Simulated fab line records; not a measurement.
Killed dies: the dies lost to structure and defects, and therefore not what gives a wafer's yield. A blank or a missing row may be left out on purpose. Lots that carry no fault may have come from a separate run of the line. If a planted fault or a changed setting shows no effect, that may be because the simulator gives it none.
What tool caused it?    flow sky130    at 1 step of a route of 708, 12 lots with 36 wafers sampled

WHAT EACH GAUGE READ, for each wafer
SKY_POLY_CUT_CD_MEAS_08: target cd 270 nm.
lot   measured      on         cd nm (nm)
L076  day 25 01:55  cd sem-01  270.4 269.4 270.2
L075  day 25 07:02  cd sem-01  267.3 269.3 267.4
L079  day 26 05:35  cd sem-02  270.9 270.7 270.9
L081  day 26 16:41  cd sem-02  270.7 270.2 271.1
L083  day 27 03:55  cd sem-01  270.1 268.5 269.5
L085  day 27 19:09  cd sem-01  271.1 271.6 269.9
L087  day 28 09:29  cd sem-02  268.8 270.2 269.8
L089  day 29 06:23  cd sem-01  271.6 270.5 270.2
L091  day 29 21:50  cd sem-02  270.5 268.9 269.9
L093  day 30 10:34  cd sem-02  271.8 269.3 270.0
L095  day 31 23:37  cd sem-02  269.1 269.4 270.4
L096  day 32 03:01  cd sem-02  270.6 270.7 271.5

TOOL THAT RAN EACH LOT (tool first, then ch and the chambers of the sampled wafers, then the start)
The record shows no process step preceding these readings.

THE ANSWER, worked out from the rows above alone
Rule: the lots themselves supply what counts as usual. Put in order of their means at a reading, lots are off if they are a third of the lots or fewer, leave a main group of 4 or more, and stand apart from it by a gap of 3 or more times the standard deviation of the main group's means; of several such gaps the widest counts. Not used: any main group whose means are identical at the precision the tables above print for the reading. A lot without any number at a reading at which 4 lots or more have one is off too. The other lots that the step has rows for count as sound.
No lot is off at any reading shown: from this, nothing can be told.

WHAT WAS PUT IN BY THE SIMULATOR
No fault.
